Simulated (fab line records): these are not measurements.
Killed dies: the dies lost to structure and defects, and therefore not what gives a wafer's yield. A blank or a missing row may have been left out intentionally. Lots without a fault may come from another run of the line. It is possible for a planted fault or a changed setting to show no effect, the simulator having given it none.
fab line records	flow sky130
[record] lots = 7	wafers = 21	lastDay = 50
route steps=708 shown LDD_HVP@287 LDD_LDN@289 PAD_OPEN@708
lots that met no fault: taken from a fault-free run of the same line
startH: start of the lot's first displayed wafer, in hours after the record's first day	waitH: time in hours since the lot's previous step	" repeats the value in the row above	L1.1+2: a single row standing in for several wafers	- either no value or no given start	* or withheld: withheld	< > ~ a bound
route shown NAME@n: names a module that has steps shown in the file, with the first one's number in the route	usual: the fault-free wafers' mean and standard deviation	same: alike in all rows	chamber/n: place in a boat	sites: per-site readings	_std_site: the values' standard deviation	_edge_site: the outer-site mean with the inner-site mean subtracted	radiusMm: for every site, how far away it sits from the centre of the wafer	mask NAME#n: copy n	behind: tool/chamber where the wafer was last shaped	hold: the reason the lot was held/the length of the hold in hours/how it ended	device: transistor that didn't switch, given as n, p or np	end of line: at the end of the route, the tests of the same wafers	a step with no rows: only its recipe	killed: not the wafer's yield, but the dies lost to structure and defects at the first sort	map: the dies of a wafer, with x for killed, . for not killed, _ for no die there
set.NAME: the setting as run; set.NAME@STEP: as run at that earlier step	model.NAME: the simulator's own value behind a step, which no gauge read
lots seen at some steps along the route; tables by step, rows by wafer
services: the hour from which a tool's chamber was out of use, counted from the record's first day as startH (under 0 if before that day), plus the number of hours and why
[[steps]]
[step SKY_LDD_HVP_STRIP_09]
[recipe] chemistry = O2/N2	powerW = 1400	pressureMtorr = 1500	platenTempC = withheld	o2FlowSccm = 3000	n2FlowSccm = 300	overashFraction = 0.5
[usual] drypumpMotorCurrentA = 6.14/0.19	oesProductAu = 0.408/0.0048	stripTimeToEndpointS = 4.137/0.014
lot.wafer	tool	chamber	startH	waitH	drypumpMotorCurrentA	oesProductAu	rfHoursCounterH	stripTimeToEndpointS
L616.3	plasmaAsher-04	1	506.19	0.1	6.30	0.420	-	4.135
L616.4	"	0	"	"	5.87	0.399	-	4.151
L616.6	"	0	"	"	5.90	0.415	-	4.131
L619.1	plasmaAsher-04	1	536.71	0.1	6.30	0.406	10	4.135
L619.2	"	0	"	"	5.92	0.411	10	4.136
L619.3	"	0	"	"	5.89	0.419	-	4.136
L622.3	plasmaAsher-03	0	552.42	0.1	6.45	0.405	-	4.124
L622.4	"	1	"	"	6.11	0.401	-	4.129
L622.6	"	1	"	"	6.09	0.407	-	4.150
L629.3	plasmaAsher-03	0	607.40	0.1	6.46	0.410	-	4.131
L629.4	"	1	"	"	6.09	0.412	-	4.149
L629.6	"	0	"	"	6.48	0.419	-	4.141
L632.3	plasmaAsher-04	0	654.47	0.1	5.91	0.406	-	4.126
L632.5	"	1	"	"	6.32	0.413	-	4.123
L632.6	"	0	"	"	5.92	0.406	-	4.123
L633.1	plasmaAsher-04	1	654.81	0.1	6.34	0.414	22	4.142
L633.5	"	1	"	"	6.33	0.400	-	4.138
L633.6	"	0	"	"	5.90	0.409	-	4.169
L636.2	plasmaAsher-03	0	671.86	0.1	6.48	0.408	84	4.138
L636.3	"	0	"	"	6.45	0.403	-	4.121
L636.4	"	1	"	"	6.08	0.401	-	4.122
[step SKY_LDD_HVP_TW_MEAS_10]
[usual] LDD_HVP_TW = 458.6/2.6
lot.wafer	tool	chamber	startH	waitH	LDD_HVP_TW
L616.3	filmMetro-03	-	506.28	0.1	455.4
L616.4	"	-	"	"	459.1
L616.6	"	-	"	"	457.9
L619.1	filmMetro-03	-	536.81	0.1	457.7
L619.2	"	-	"	"	457.7
L619.3	"	-	"	"	458.2
L622.3	filmMetro-02	-	552.50	0.1	456.0
L622.4	"	-	"	"	457.6
L622.6	"	-	"	"	454.7
L629.3	filmMetro-04	-	607.48	0.1	460.3
L629.4	"	-	"	"	458.8
L629.6	"	-	"	"	462.0
L632.3	filmMetro-04	-	654.55	0.1	461.9
L632.5	"	-	"	"	460.7
L632.6	"	-	"	"	463.1
L633.1	filmMetro-04	-	654.91	0.1	459.7
L633.5	"	-	"	"	460.9
L633.6	"	-	"	"	459.7
L636.2	filmMetro-04	-	671.97	0.1	459.5
L636.3	"	-	"	"	459.4
L636.4	"	-	"	"	461.4
[step SKY_LDD_LDN_DEHYDRATE_00]
[recipe] tempC = 200	timeS = 60
[step SKY_LDD_LDN_HMDS_01]
[recipe] primeTimeS = 60	primeTempC = 120
[step SKY_LDD_LDN_COAT_02]
[recipe] resist = NOVOLAK	spinRpm = 3000	resistThkNm = 1140
[step SKY_LDD_LDN_SOFTBAKE_03]
[recipe] tempC = 90	timeS = 60	resist = NOVOLAK
[step SKY_LDD_LDN_EXPOSE_04]
[recipe] maskId = LDNTM	na = 0.6	sourceShape = conventional	sigmaOuter = 0.6	polarization = unpolarized	targetCdNm = 700	doseMj = 140
[step SKY_LDD_LDN_PEB_05]
[recipe] tempC = withheld	timeS = *	resist = NOVOLAK
[step SKY_LDD_LDN_DEVELOP_06]
[recipe] resist = NOVOLAK	developer = TMAH	developTimeS = 60	devTempC = 23
[step SKY_LDD_LDN_OVL_MEAS_07]
[usual] LDD_LDN_OVL = -1.0/1.3
lot.wafer	tool	chamber	startH	waitH	LDD_LDN_OVL[nm]
L616.3	overlay-02	-	536.46	0.1	-0.4
L616.4	"	-	"	"	-0.4
L616.6	"	-	"	"	0.1
L619.1	overlay-02	-	566.65	0.1	0.5
L619.2	"	-	"	"	1.6
L619.3	"	-	"	"	1.2
L622.3	overlay-02	-	581.81	0.1	-1.8
L622.4	"	-	"	"	-1.4
L622.6	"	-	"	"	-2.3
L629.3	overlay-02	-	635.69	0.1	-1.9
L629.4	"	-	"	"	-0.5
L629.6	"	-	"	"	-1.4
L632.3	overlay-01	-	682.36	0.1	0.7
L632.5	"	-	"	"	-2.1
L632.6	"	-	"	"	0.4
L633.1	overlay-01	-	683.03	0.1	-0.5
L633.5	"	-	"	"	-0.3
L633.6	"	-	"	"	-1.5
L636.2	overlay-01	-	700.35	0.1	-2.4
L636.3	"	-	"	"	-1.1
L636.4	"	-	"	"	-1.9
[step SKY_LDD_LDN_IMPLANT_08]
[recipe] species = As	energyKev = 15	doseCm2 = 1.25e+13	tiltDeg = withheld	rotationDeg = 23
[step SKY_LDD_LDN_IMPLANT_09]
[recipe] species = As	energyKev = 15	doseCm2 = 1.25e+13	tiltDeg = withheld	rotationDeg = 113
[step SKY_LDD_LDN_IMPLANT_10]
[recipe] species = As	energyKev = 15	doseCm2 = 1.25e+13	tiltDeg = withheld	rotationDeg = 203
lot.wafer	tool	chamber	startH	waitH
L616.3+4+6	implanter-03	0	536.83	0.1
L619.1+2+3	implanter-03	0	566.98	0.1
L622.3+4+6	implanter-01	0	582.18	0.1
L629.3+4+6	implanter-03	0	636.06	0.1
L632.3+5+6	implanter-03	0	682.73	0.1
L632.3+5+6	implanter-03	0	683.05	0.3
L633.1+5+6	implanter-04	0	683.36	0.1
L633.1+5+6	implanter-04	0	683.68	0.3
L636.2+3+4	implanter-01	0	700.71	0.1
L636.2+3+4	implanter-01	0	701.03	0.3
[step SKY_LDD_LDN_IMPLANT_11]
[recipe] species = As	energyKev = 15	doseCm2 = 1.25e+13	tiltDeg = withheld	rotationDeg = 293
[step SKY_LDD_LDN_STRIP_12]
[recipe] chemistry = O2/N2	powerW = 1400	pressureMtorr = 1500	platenTempC = withheld	o2FlowSccm = 3000	n2FlowSccm = 300	overashFraction = 0.5
[usual] drypumpMotorCurrentA = 5.9/0.36	oesProductAu = 0.716/0.0042	stripTimeToEndpointS = 14.19/0.035
lot.wafer	tool	chamber	startH	waitH	drypumpMotorCurrentA	oesProductAu	rfHoursCounterH	stripTimeToEndpointS
L616.3	plasmaAsher-02	0	537.11	0.1	5.9	0.711	-	14.24
L616.4	"	1	"	"	6.1	0.714	-	14.23
L616.6	"	1	"	"	6.1	0.713	-	14.19
L619.1	plasmaAsher-02	0	567.28	0.1	6.0	0.719	41	14.18
L619.2	"	1	"	"	6.1	0.719	41	14.19
L619.3	"	1	"	"	6.2	0.719	-	14.22
L622.3	plasmaAsher-01	1	582.46	0.1	6.1	0.712	-	14.18
L622.4	"	0	"	"	5.1	0.716	-	14.15
L622.6	"	1	"	"	6.1	0.711	-	14.20
L629.3	plasmaAsher-01	0	636.35	0.1	5.2	0.711	-	14.27
L629.4	"	1	"	"	6.0	0.708	-	14.19
L629.6	"	0	"	"	5.2	0.715	-	14.17
L632.3	plasmaAsher-04	0	683.33	0.1	5.9	0.712	-	14.16
L632.5	"	1	"	"	6.3	0.715	-	14.13
L632.6	"	0	"	"	5.9	0.713	-	14.18
L633.1	plasmaAsher-02	1	683.98	0.1	6.2	0.721	52	14.18
L633.5	"	1	"	"	6.2	0.715	-	14.19
L633.6	"	0	"	"	6.0	0.715	-	14.21
L636.2	plasmaAsher-01	1	701.30	0.1	6.1	0.717	101	14.22
L636.3	"	0	"	"	5.1	0.714	-	14.23
L636.4	"	1	"	"	6.1	0.712	-	14.17
[step SKY_LDD_LDN_TW_MEAS_13]
[usual] LDD_LDN_TW = 1483/12
lot.wafer	tool	chamber	startH	waitH	LDD_LDN_TW
L616.3	filmMetro-03	-	537.20	0.1	1485
L616.4	"	-	"	"	1485
L616.6	"	-	"	"	1484
L619.1	filmMetro-04	-	567.38	0.1	1475
L619.2	"	-	"	"	1486
L619.3	"	-	"	"	1491
L622.3	filmMetro-03	-	582.55	0.1	1484
L622.4	"	-	"	"	1479
L622.6	"	-	"	"	1483
L629.3	filmMetro-03	-	636.43	0.1	1480
L629.4	"	-	"	"	1487
L629.6	"	-	"	"	1487
L632.3	filmMetro-01	-	683.42	0.1	1568
L632.5	"	-	"	"	1560
L632.6	"	-	"	"	1569
L632.3	filmMetro-01	-	683.65	0.2	1568
L632.5	"	-	"	"	1567
L632.6	"	-	"	"	1571
L633.1	filmMetro-01	-	684.08	0.1	1556
L633.5	"	-	"	"	1570
L633.6	"	-	"	"	1575
L633.1	filmMetro-01	-	684.31	0.2	1566
L633.5	"	-	"	"	1571
L633.6	"	-	"	"	1578
L636.2	filmMetro-04	-	701.47	0.1	1590
L636.3	"	-	"	"	1594
L636.4	"	-	"	"	1598
L636.2	filmMetro-04	-	701.78	0.3	1595
L636.3	"	-	"	"	1588
L636.4	"	-	"	"	1593
[step SKY_LDD_LDN_CLEAN_14]
[recipe] chemistry = SC1/SC2	mix = 1:4:20	tempC = 70	timeS = 150	dry = n2Spin
[step SKY_PAD_OPEN_PROBE_99]
[usual] killed_at_M0_to_M3 = 45/7	killed_at_M4_up = 3.4/1.8	killedAtContacts = 24/5.4	killedAtFrontEnd = 16/4.8	killedAtOther = 0.4/0.62	killedDies = 89/10	killedOpen = 48/7.2	killedShort = 40/6.3
[same] grossDies = 492	killedAtBackSide = 0
lot.wafer	tool	chamber	startH	waitH	killed_at_M0_to_M3	killed_at_M4_up	killedAtContacts	killedAtFrontEnd	killedAtOther	killedDies	killedOpen	killedShort	model.etest.tipSonos.rsOhmSq
L616.3	prober-01	-	1081.52	0.2	50	3	26	18	0	97	56	41	2636
L616.4	prober-01	-	1081.57	0.2	39	5	21	12	1	78	41	37	2661
L616.6	prober-01	-	1081.67	0.2	43	3	24	23	1	94	46	48	2630
L619.1	prober-02	-	1102.11	0.1	38	3	31	15	0	87	46	41	2736
L619.2	prober-02	-	1102.16	0.1	35	1	16	10	0	62	34	27	2670
L619.3	prober-02	-	1102.21	0.2	44	2	19	13	0	78	52	25	2726
L622.3	prober-01	-	1114.16	0.2	50	3	24	19	0	96	47	46	2695
L622.4	prober-01	-	1114.21	0.2	56	3	19	14	0	92	51	38	2711
L622.6	prober-01	-	1114.31	0.2	60	4	23	22	0	109	61	45	2684
L629.3	prober-02	-	1150.07	0.2	42	4	21	10	2	79	36	42	2657
L629.4	prober-02	-	1150.12	0.2	35	2	35	16	0	88	43	44	2703
L629.6	prober-02	-	1150.22	0.2	54	2	33	9	0	98	56	42	2702
L632.3	prober-01	-	1176.87	0.2	42	1	23	19	2	87	47	38	2330
L632.5	prober-01	-	1176.97	0.2	40	3	21	12	0	76	47	29	2363
L632.6	prober-01	-	1177.02	0.2	42	3	18	9	0	72	49	23	2346
L633.1	prober-01	-	1178.42	0.1	47	7	28	15	2	99	51	48	2302
L633.5	prober-01	-	1178.62	0.2	44	3	24	14	0	85	47	36	2257
L633.6	prober-01	-	1178.67	0.2	38	5	23	13	0	79	43	36	2273
L636.2	prober-01	-	1188.14	0.1	45	2	31	20	0	98	53	45	2306
L636.3	prober-01	-	1188.19	0.2	44	1	22	26	0	93	53	40	2309
L636.4	prober-01	-	1188.24	0.2	33	2	18	35	0	88	47	41	2286
// killed by level:class
L616.3 LI_CONTACT:geometricParticle:open=12 VIA1:geometricParticle:open=9 POLY_GATE:geometricParticle:short=7 CONTACT:geometricParticle:open=7 VIA2:geometricParticle:open=7 VIA3:geometricParticle:open=7 LOCAL_INTERCONNECT:geometricParticle:short=5 VIA1:geometricParticle:short=5
L616.4 CONTACT:geometricParticle:open=8 VIA2:geometricParticle:open=8 VIA1:geometricParticle:open=7 CONTACT:geometricParticle:short=6 LI_CONTACT:geometricParticle:open=5 VIA3:geometricParticle:open=5 POLY_GATE:geometricParticle:short=4 METAL2:geometricParticle:short=4
L616.6 VIA1:geometricParticle:open=12 POLY_GATE:geometricParticle:short=9 CONTACT:geometricParticle:open=7 POLY_GATE:geometricParticle:open=5 LI_CONTACT:geometricParticle:short=5 LI_CONTACT:geometricParticle:open=5 METAL1:geometricParticle:short=5 METAL2:geometricParticle:short=5
L619.1 VIA1:geometricParticle:open=12 CONTACT:geometricParticle:open=10 LI_CONTACT:geometricParticle:open=8 LOCAL_INTERCONNECT:geometricParticle:short=6 CONTACT:geometricParticle:short=6 POLY_GATE:geometricParticle:short=5 VIA1:geometricParticle:short=4 VIA2:geometricParticle:short=4
L619.2 CONTACT:geometricParticle:open=7 VIA1:geometricParticle:open=7 METAL2:geometricParticle:short=6 LI_CONTACT:geometricParticle:open=6 VIA1:geometricParticle:short=4 SPACER:geometricParticle:open=3 VIA2:geometricParticle:open=3 VIA2:geometricParticle:short=3
L619.3 VIA1:geometricParticle:open=14 VIA2:geometricParticle:open=9 LI_CONTACT:geometricParticle:open=8 CONTACT:geometricParticle:open=6 VIA3:geometricParticle:open=6 POLY_GATE:geometricParticle:short=3 VIA1:geometricParticle:short=3 METAL3:geometricParticle:short=3
L622.3 VIA1:geometricParticle:open=14 METAL1:geometricParticle:short=11 CONTACT:geometricParticle:open=10 VIA3:geometricParticle:open=6 VIA1:geometricParticle:short=5 FIELD_ISO:geometricParticle:short=4 POLY_GATE:geometricParticle:short=4 POLY_GATE:geometricParticle:open=4
L622.4 VIA1:geometricParticle:open=13 CONTACT:geometricParticle:open=9 METAL2:geometricParticle:short=8 VIA3:geometricParticle:open=7 VIA1:geometricParticle:short=6 VIA2:geometricParticle:open=4 METAL3:geometricParticle:short=4 FIELD_ISO:geometricParticle:short=3
L622.6 VIA1:geometricParticle:open=18 METAL1:geometricParticle:short=13 LI_CONTACT:geometricParticle:open=10 VIA2:geometricParticle:open=7 CONTACT:geometricParticle:open=6 METAL2:geometricParticle:short=5 POLY_GATE:geometricParticle:short=4 POLY_GATE:geometricParticle:open=4
L629.3 METAL1:geometricParticle:short=12 VIA3:geometricParticle:open=6 LI_CONTACT:geometricParticle:open=5 CONTACT:geometricParticle:open=5 VIA2:geometricParticle:open=5 METAL2:geometricParticle:short=5 FIELD_ISO:geometricParticle:open=4 LOCAL_INTERCONNECT:geometricParticle:short=4
L629.4 CONTACT:geometricParticle:open=16 METAL2:geometricParticle:short=9 VIA1:geometricParticle:open=9 LOCAL_INTERCONNECT:geometricParticle:short=8 POLY_GATE:geometricParticle:short=5 FIELD_ISO:geometricParticle:open=4 LI_CONTACT:geometricParticle:short=4 VIA3:geometricParticle:open=4
L629.6 CONTACT:geometricParticle:open=13 VIA1:geometricParticle:open=11 LI_CONTACT:geometricParticle:open=10 VIA1:geometricParticle:short=8 VIA2:geometricParticle:open=8 METAL1:geometricParticle:short=6 VIA3:geometricParticle:open=6 VIA3:geometricParticle:short=5
L632.3 VIA1:geometricParticle:open=10 LI_CONTACT:geometricParticle:open=8 POLY_GATE:geometricParticle:open=7 METAL2:geometricParticle:short=7 METAL1:geometricParticle:short=7 VIA2:geometricParticle:open=6 POLY_GATE:geometricParticle:short=4 CONTACT:geometricParticle:open=4
L632.5 CONTACT:geometricParticle:open=12 VIA1:geometricParticle:open=12 VIA2:geometricParticle:open=7 VIA1:geometricParticle:short=6 METAL1:geometricParticle:short=5 FIELD_ISO:geometricParticle:short=4 LI_CONTACT:geometricParticle:open=4 VIA3:geometricParticle:open=4
L632.6 VIA2:geometricParticle:open=12 VIA1:geometricParticle:open=7 CONTACT:geometricParticle:open=6 LI_CONTACT:geometricParticle:open=6 VIA3:geometricParticle:open=6 VIA1:geometricParticle:short=6 POLY_GATE:geometricParticle:open=3 METAL2:geometricParticle:open=3
L633.1 VIA1:geometricParticle:open=12 CONTACT:geometricParticle:open=10 VIA3:geometricParticle:open=7 LI_CONTACT:geometricParticle:open=6 VIA2:geometricParticle:open=6 METAL4:geometricParticle:short=5 POLY_GATE:geometricParticle:short=5 METAL3:geometricParticle:short=5
L633.5 VIA2:geometricParticle:open=12 VIA1:geometricParticle:open=9 CONTACT:geometricParticle:open=8 CONTACT:geometricParticle:short=7 POLY_GATE:geometricParticle:open=6 METAL1:geometricParticle:short=6 VIA1:geometricParticle:short=5 METAL2:geometricParticle:short=5
L633.6 VIA1:geometricParticle:open=14 CONTACT:geometricParticle:open=9 LOCAL_INTERCONNECT:geometricParticle:short=6 VIA1:geometricParticle:short=6 VIA2:geometricParticle:open=5 METAL2:geometricParticle:short=5 LI_CONTACT:geometricParticle:short=4 POLY_GATE:geometricParticle:short=3
L636.2 CONTACT:geometricParticle:open=12 VIA1:geometricParticle:open=11 VIA1:geometricParticle:short=8 CONTACT:geometricParticle:short=7 VIA2:geometricParticle:open=7 FIELD_ISO:geometricParticle:short=5 FIELD_ISO:geometricParticle:open=5 LI_CONTACT:geometricParticle:open=5
L636.3 CONTACT:geometricParticle:open=14 VIA2:geometricParticle:open=10 VIA1:geometricParticle:open=9 FIELD_ISO:geometricParticle:short=8 FIELD_ISO:geometricParticle:open=7 POLY_GATE:geometricParticle:short=6 METAL1:geometricParticle:short=6 METAL2:geometricParticle:short=5
L636.4 FIELD_ISO:geometricParticle:short=12 VIA1:geometricParticle:open=12 CONTACT:geometricParticle:open=9 METAL1:geometricParticle:short=7 POLY_GATE:geometricParticle:short=6 LI_CONTACT:geometricParticle:open=6 FIELD_ISO:geometricParticle:open=5 POLY_GATE:geometricParticle:open=3
[[services]]
tool	chamber	startH	hours	kind
plasmaAsher-01	-	502.01	3.6	repair
plasmaAsher-01	-	516.94	0.4	repair
implanter-04	-	536.26	2.1	repair
implanter-03	-	543.68	2.2	repair
plasmaAsher-02	-	598.25	2.5	repair
plasmaAsher-01	-	621.47	2.8	pm
implanter-03	-	623.11	4.1	repair
implanter-04	-	645.27	1.9	repair
plasmaAsher-03	-	653.01	2.8	pm
implanter-03	-	655.55	4.4	repair
plasmaAsher-01	-	660.06	4.3	repair
implanter-01	-	676.71	1.2	repair
plasmaAsher-04	-	677.87	2.8	pm
[[key]]
[firstSign] step = SKY_LDD_LDN_IMPLANT_10	reading = visit	direction = added
[effect] step = SKY_LDD_LDN_TW_MEAS_13	reading = visit	direction = added
[effect] step = SKY_LDD_LDN_TW_MEAS_13	reading = LDD_LDN_TW	direction = up	sigmas = 7.9	usual = 1483	struck = 1576
[modelEffect] step = SKY_PAD_OPEN_PROBE_99	value = etest.tipSonos.rsOhmSq	without = 2610	struck = 2308
metAt SKY_LDD_LDN_IMPLANT_10
struckWafers L632.3,L632.5,L632.6,L633.1,L633.5,L633.6,L636.2,L636.3,L636.4
testerLeftOut L632,L633,L636
[fault] kind = repeatedStepWhole	tool = implanter-01,implanter-03,implanter-04	chamber = -	onsetH = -	steps = SKY_LDD_LDN_IMPLANT_10	times = 1	scope = struckLotsOnly
// testerLeftOut: of these lots the tester's yield and bins aren't shown, on N5 and GAA mostly nor the transistor test; their killed dies are dies lost to structure and defects alone, not to doping, threshold or leakage, so they don't give the yield
